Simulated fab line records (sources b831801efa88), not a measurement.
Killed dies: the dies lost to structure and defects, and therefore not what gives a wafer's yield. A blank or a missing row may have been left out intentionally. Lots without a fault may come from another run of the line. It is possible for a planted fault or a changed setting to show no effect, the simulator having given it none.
Which of the tools did it?    flow sky130    11 lots with 31 wafers sampled at 3 steps, on a route of 708 steps

WHAT EACH GAUGE READ, for each wafer
SKY_LOCAL_INTERCONNECT_RS_MEAS_01: measurement is done with a four-point probe.
lot   measured      on             LOCAL_INTERCONNECT_TIN_RS (ohm/sq)
L948  day 29 19:53  film-metro-02  14.30 14.00 14.22
L950  day 30 22:37  film-metro-02  13.81 13.99 14.13
L951  day 31 09:06  film-metro-03  14.29 14.35 14.36
L952  day 31 16:14  film-metro-03  14.15 14.22 14.08
L956  day 33 00:31  film-metro-03  13.91 13.90 13.84
L962  day 35 02:05  film-metro-01  7.18 14.23
L964  day 35 16:40  film-metro-01  7.15 14.19
L965  day 35 13:41  film-metro-03  13.98 14.00 13.96
L966  day 35 18:50  film-metro-01  14.17 13.99 14.11
L967  day 36 07:49  film-metro-02  14.12 14.35 14.20
L968  day 36 10:51  film-metro-02  14.35 14.12 14.23

EACH LOT AND THE TOOL THAT RAN IT (in order: tool; ch and the chambers of the sampled wafers; start)
lot   SKY_NWELL_RTA_28                  SKY_LOCAL_INTERCONNECT_SPUTTER_00
L948  rtp-anneal-01 ch 0, day 5 23:04   pvd-sputter-02, day 29 19:50
L950  rtp-anneal-02 ch 0, day 6 12:31   pvd-sputter-02, day 30 22:32
L951  rtp-anneal-01 ch 0, day 6 21:25   pvd-sputter-02, day 31 09:02
L952  rtp-anneal-02 ch 0, day 7 01:20   pvd-sputter-02, day 31 16:08
L956  rtp-anneal-02 ch 0, day 8 02:58   pvd-sputter-02, day 33 00:26
L962  rtp-anneal-02 ch 0, day 9 18:16   pvd-sputter-02, day 35 02:02
L964  rtp-anneal-02 ch 0, day 10 04:46  pvd-sputter-02, day 35 16:33
L965  rtp-anneal-01 ch 0, day 10 08:16  pvd-sputter-03, day 35 13:37
L966  rtp-anneal-01 ch 0, day 10 13:32  pvd-sputter-03, day 35 18:46
L967  rtp-anneal-01 ch 0, day 10 21:57  pvd-sputter-04, day 36 07:45
L968  rtp-anneal-02 ch 0, day 11 02:55  pvd-sputter-04, day 36 10:47
- SKY_NWELL_RTA_28: time 30 s.
- SKY_LOCAL_INTERCONNECT_SPUTTER_00: material TiN, target thk 100 nm, time 83.3 s.

THE ANSWER, worked out from the rows above alone
Rule: what is usual is taken from the lots themselves. Put in order of their means at a reading, lots are off if they are a third of the lots or fewer, leave a main group of 4 or more, and stand apart from it by a gap of 3 or more times the standard deviation of the main group's means; of several such gaps the widest counts. A main group is skipped when, at the precision printed for the reading in the tables above, its means are all equal. Also off: a lot with no number at a reading for which 4 or more lots have one. Any other lot the step has rows for is counted as sound.
Off: L962, L964, at SKY_LOCAL_INTERCONNECT_RS_MEAS_01 (LOCAL_INTERCONNECT_TIN_RS). For the main group the mean is 14.12 ohm/sq and the standard deviation 0.14.
A tool fits if, at a process step before that reading, it ran every lot that is off, and no sound lot after the first of them. Gauges at SKY_LOCAL_INTERCONNECT_RS_MEAS_01: tried the same way as those tools. One fits: pvd-sputter-02 at SKY_LOCAL_INTERCONNECT_SPUTTER_00. A fault onset in the window from L956 (day 33 00:26, its last sound lot) to L962 (day 35 02:02, its first lot off) fits.

WHAT THE SIMULATOR HAD INSERTED
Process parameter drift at SKY_LOCAL_INTERCONNECT_SPUTTER_00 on pvd-sputter-02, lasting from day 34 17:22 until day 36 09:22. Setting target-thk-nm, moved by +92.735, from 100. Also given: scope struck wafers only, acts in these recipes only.
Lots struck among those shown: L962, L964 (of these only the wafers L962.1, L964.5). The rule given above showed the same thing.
